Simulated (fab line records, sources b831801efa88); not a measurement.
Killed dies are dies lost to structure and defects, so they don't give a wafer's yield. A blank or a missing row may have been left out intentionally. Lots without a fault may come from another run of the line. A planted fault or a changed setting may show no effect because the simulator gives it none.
Struck lot and sound lot, side by side + flow sky130 + 31 steps out of a route of 708
Sound: these wafers, L264.2, L264.4, L264.6. The struck wafers were L260.3, L260.4, L260.5. The cause is given at the end.
For every step that has rows: the tool of each side, followed by ch and its chambers, followed by its first start. Under that, the readings that differ: sound wafers + struck wafers + difference of the means + sigmas: that difference in standard deviations of wafers without a fault.
alike: words and numbers the same on both sides, and readings whose means are apart by under 2 such deviations; not compared: readings that were withheld, readings missing a value for some wafer, numbers with overlapping values and no deviation given by the record, and bounds like >300 which may hide the same value.
Wherever a step has rows on one side only, a row that says differs or no value, or a row with sigmas, the two part there. Non-overlapping numbers with no deviation appear without sigmas and do not part them. Lack of a reading on every wafer of one side parts them only where that side has two or more wafers.

first, 6 steps without rows for these wafers: SKY_SONOS_TUNNEL_HMDS_01 (prime time 60 s); SKY_SONOS_TUNNEL_COAT_02 (resist thk 1140 nm); SKY_SONOS_TUNNEL_SOFTBAKE_03 (time 60 s); SKY_SONOS_TUNNEL_EXPOSE_04 (exposes mask TUNM, target cd 410 nm); SKY_SONOS_TUNNEL_PEB_05; SKY_SONOS_TUNNEL_DEVELOP_06 (develop time 60 s).
SKY_SONOS_TUNNEL_CD_MEAS_07: target cd 410 nm.
  struck on cdSem-01, day 16 01:02; sound on cdSem-02, day 17 14:16
  alike: cdNm
SKY_SONOS_TUNNEL_OVL_MEAS_08:
  struck on overlay-01, day 16 01:08; sound on overlay-02, day 17 14:23
  alike: SONOS_TUNNEL_OVL
then, 3 steps without rows for these wafers: SKY_SONOS_TUNNEL_IMPLANT_09; SKY_SONOS_TUNNEL_WET_ETCH_10 (etches SiO2 in dHF, target depth 14 nm, time 280 s); SKY_SONOS_TUNNEL_STRIP_11 (strips in SPM, time 600 s).
SKY_SONOS_TUNNEL_TW_MEAS_12:
  struck on filmMetro-01, day 16 01:35; sound on filmMetro-02, day 17 14:50
| reading         | sound             | struck            | difference | sigmas |
|-----------------|-------------------|-------------------|------------|--------|
| SONOS_TUNNEL_TW | 195.8 195.9 196.0 | 199.4 199.2 200.2 | +3.7       | +2     |
SKY_SONOS_TUNNEL_CLEAN_13: cleans in dHF, time 20 s.
  sound on wetBench-02 ch 1, day 17 14:53; struck on wetBench-02 ch 1, day 16 01:38
  no value came back on the struck wafers for runLengthS (s), timeS (s); on the sound wafers runLengthS (s) reads 51.7 51.7 51.7
| reading                                     | sound             | struck            | difference | sigmas |
|---------------------------------------------|-------------------|-------------------|------------|--------|
| model.SiO2_of_NWELL_OXIDATION_01.thkNm (nm) | 8.586 8.771 8.663 | 9.593 9.674 9.469 | +0.905     |        |
then, 1 step without rows for these wafers: SKY_SONOS_ONO_OXIDATION_00 (stabilise 600 s, purge 300 s, target thk 2.6 nm).
SKY_SONOS_ONO_THK_MEAS_01:
  struck on filmMetro-02, day 16 03:01; sound on filmMetro-02, day 17 16:16
  alike: SONOS_ONO_OXIDATION_THK
then, 1 step without rows for these wafers: SKY_SONOS_ONO_CVD_02 (deposits Si3N4 from DCS/NH3, target thk 10.5 nm, time 180 s).
SKY_SONOS_ONO_THK_MEAS_03:
  struck on filmMetro-02, day 16 04:33; sound on filmMetro-02, day 17 17:38
  alike: SONOS_ONO_CVD_02_THK
then, 1 step without rows for these wafers: SKY_SONOS_ONO_CVD_04 (deposits SiO2 from SiH4/N2O, target thk 5.7199 nm).
SKY_SONOS_ONO_THK_MEAS_05:
  struck on filmMetro-04, day 16 05:52; sound on filmMetro-04, day 17 18:57
  alike: SONOS_ONO_CVD_04_THK
then, 7 steps without rows for these wafers: SKY_SONOS_ONO_DEHYDRATE_06 (time 60 s); SKY_SONOS_ONO_HMDS_07 (prime time 60 s); SKY_SONOS_ONO_COAT_08 (resist thk 1140 nm); SKY_SONOS_ONO_SOFTBAKE_09 (time 60 s); SKY_SONOS_ONO_EXPOSE_10 (exposes mask ONOM, target cd 410 nm); SKY_SONOS_ONO_PEB_11; SKY_SONOS_ONO_DEVELOP_12 (develop time 60 s).
SKY_SONOS_ONO_CD_MEAS_13: target cd 410 nm.
  struck on cdSem-01, day 17 11:17; sound on cdSem-02, day 19 01:26
  alike: cdNm
SKY_SONOS_ONO_OVL_MEAS_14:
  struck on overlay-02, day 17 11:23; sound on overlay-01, day 19 01:32
  alike: SONOS_ONO_OVL
SKY_SONOS_ONO_ETCH_15: etches the open film in CHF3/O2, target depth 19.52 nm, time 7.8 s.
  sound on rieDiel-04 ch 0,3, day 19 01:34; struck on rieDiel-02 ch 0,1,2, day 17 11:25
| reading                                     | sound             | struck            | difference | sigmas |
|---------------------------------------------|-------------------|-------------------|------------|--------|
| oesProductAu (a.u.)                         | 0.990 0.991 0.994 | 1.000 1.023 1.014 | +0.021     | +2     |
| model.SiO2_of_NWELL_OXIDATION_01.thkNm (nm) | 5.323 5.539 5.412 | 6.267 6.239 6.116 | +0.783     |        |
  alike: drypumpMotorCurrentA, throttleValvePct
  not compared: rfHoursCounterH
then, 1 step without rows for these wafers: SKY_SONOS_ONO_WET_ETCH_16 (etches SiO2 in dHF, target depth 14 nm, time 280 s).
-- a jump in the record: the struck wafers' starts before and after are 32 days apart (it breaks off in module SONOS_ONO and resumes in module PAD_OPEN, where the first step shown is number 708 of the route) --
SKY_PAD_OPEN_PROBE_99:
  struck on prober-01, day 49 13:39; sound on prober-02, day 50 13:02
| reading                            | sound                   | struck                  | difference | sigmas |
|------------------------------------|-------------------------|-------------------------|------------|--------|
| model.etest.capOno.gateBvV (V)     | 16.59 16.81 16.7        | 12.76 12.73 12.94       | -3.89      |        |
| model.etest.capOno.gateLog10ACm2   | -7.988 -8.205 -7.993    | -6.052 -6.077 -6.076    | +1.994     |        |
| model.etest.sonosBaked.vtLessV (V) | -0.5523 -0.5041 -0.4726 | -0.7738 -0.7787 -0.7542 | -0.2592    |        |
| model.etest.sonosBaked.vtV (V)     | 0.9683 0.9046 1.02      | 0.8007 0.7751 0.7952    | -0.1740    |        |
  alike: killed_at_M0_to_M3, killed_at_M4_up, killedAtContacts, killedAtFrontEnd, killedAtOther, killedDies, killedOpen, killedShort

## WHERE THEY PART
At SKY_SONOS_TUNNEL_TW_MEAS_12 first; at SKY_SONOS_ONO_ETCH_15 last (within this record only). Later steps at which nothing parts them and some readings are alike: SKY_PAD_OPEN_PROBE_99.

WHY: what had been put in by the simulator
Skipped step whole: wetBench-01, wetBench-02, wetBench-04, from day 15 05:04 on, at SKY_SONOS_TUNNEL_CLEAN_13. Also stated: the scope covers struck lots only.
